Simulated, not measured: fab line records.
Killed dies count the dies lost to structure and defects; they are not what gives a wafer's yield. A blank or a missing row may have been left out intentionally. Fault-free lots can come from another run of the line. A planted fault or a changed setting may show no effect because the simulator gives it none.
8D (eight disciplines) problem report, filled in by code	flow sky130	the parts of the form that need people (team, actions taken, sign-off) are left out

## 1. WHAT IS WRONG
A mean of 1.085 a.u. is read at SKY_FIELD_ISO_ETCH_17 for oesProductAu, taken on 1 wafer of 1 lot, against 0.998 a.u. (standard deviation 0.012) on wafers free of any fault. That puts it +7.2 standard deviations away from the usual mean.
The step: etches Si in HBr/Cl2/O2, target depth 342 nm, time 97.7 s.
Earliest sighting: wafer L513.1 on rieSi-02 at day 5 06:38. The record has a number at this step for 15 wafers belonging to 5 lots. By rule, "out" or "out of limits" means more than 4 standard deviations away from the usual mean. The other wafers with a number count as sound.

## 2. WHAT IT IS; WHAT IT IS NOT
question	is	is not
which readings at this step	oesProductAu, throttleValvePct	chamberPressureMTorr, drypumpMotorCurrentA, mfcCl2Sccm
which lots	L513	L504, L508, L519, L520
which wafers of those lots	L513.1	L513.4, L513.6
read on which tools	rieSi-02	rieSi-01
when	from day 5 06:38	up to then (8 sound wafers); but 6 sound wafers of L519, L520 came after

## 3. WHAT RULES OUT EACH SUSPECT
Counting: a tool at a process step up to the reading stays a suspect if it ran every lot that is out. Sound lots after the first of them don't rule it out here, since some wafers of a struck lot are sound.
- rieDiel-02 at SKY_FIELD_ISO_ETCH_14 (etches BARC in N2/H2, stops on SiO2, time 45.9 s, target depth 60 nm): kept. It ran the lot that is out, L513 (day 5 06:26).
- rieDiel-02 at SKY_FIELD_ISO_ETCH_15 (etches the open film in CHF3/O2, stops on Si, target depth 180 nm, time 72 s): kept. It ran the lot that is out, L513 (day 5 06:29).
- plasmaAsher-03 at SKY_FIELD_ISO_STRIP_16 (strips in O2/N2): kept. L513, the lot that is out, went through it at day 5 06:32; up to then, the latest sound lot through it was L504 at day 3 12:07.
- rieSi-02 at SKY_FIELD_ISO_ETCH_17 (etches Si in HBr/Cl2/O2, target depth 342 nm, time 97.7 s): kept. L513, the lot that is out, went through it at day 5 06:38; up to then, the latest sound lot through it was L508 at day 4 09:35. Out on those wafers are its own readings of oesProductAu, throttleValvePct.
- At SKY_FIELD_ISO_STRIP_16 on plasmaAsher-03, chamber 1 took the sound wafers of the same lots and chamber 0 took the wafers that are out.
- In rieSi-02 at SKY_FIELD_ISO_ETCH_17, the wafers that are out were processed in chamber 0 and their sound lot-mates in chambers 1, 3.
Left after counting: rieDiel-02 at SKY_FIELD_ISO_ETCH_14, rieDiel-02 at SKY_FIELD_ISO_ETCH_15, plasmaAsher-03 at SKY_FIELD_ISO_STRIP_16, rieSi-02 at SKY_FIELD_ISO_ETCH_17.

## 4. THE CAUSE (what the simulator had put in)
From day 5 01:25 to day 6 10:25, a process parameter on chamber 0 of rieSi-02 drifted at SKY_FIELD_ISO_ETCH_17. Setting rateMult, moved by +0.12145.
Counting left 4 suspects, and this tool is among them.

## 5. SEQUENCE OF EFFECTS, ordered by route
One row per reading whose mean, taken over the struck wafers that have a number, lies over 3 standard deviations from the usual. Only readings whose record carries a usual standard deviation are examined. hours: median over the lots of the time between each lot's start at the first step of this table that gives one and its start at this step. sigmas: the change, counted in usual standard deviations.
hours	step	reading	usual	on struck wafers	change	sigmas
0	SKY_FIELD_ISO_ETCH_17	oesProductAu	0.998 a.u.	1.085	+0.087	+7.2
0	SKY_FIELD_ISO_ETCH_17	throttleValvePct	25.657 %	25.604	-0.053	-4.8
The process steps in it:
- SKY_FIELD_ISO_ETCH_17: etches Si in HBr/Cl2/O2, target depth 342 nm, time 97.7 s.

## 6. WHAT WOULD HAVE CAUGHT IT SOONER
In this record no reading fell out of limits until day 5 06:38, 5 hours after the fault had begun at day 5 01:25.
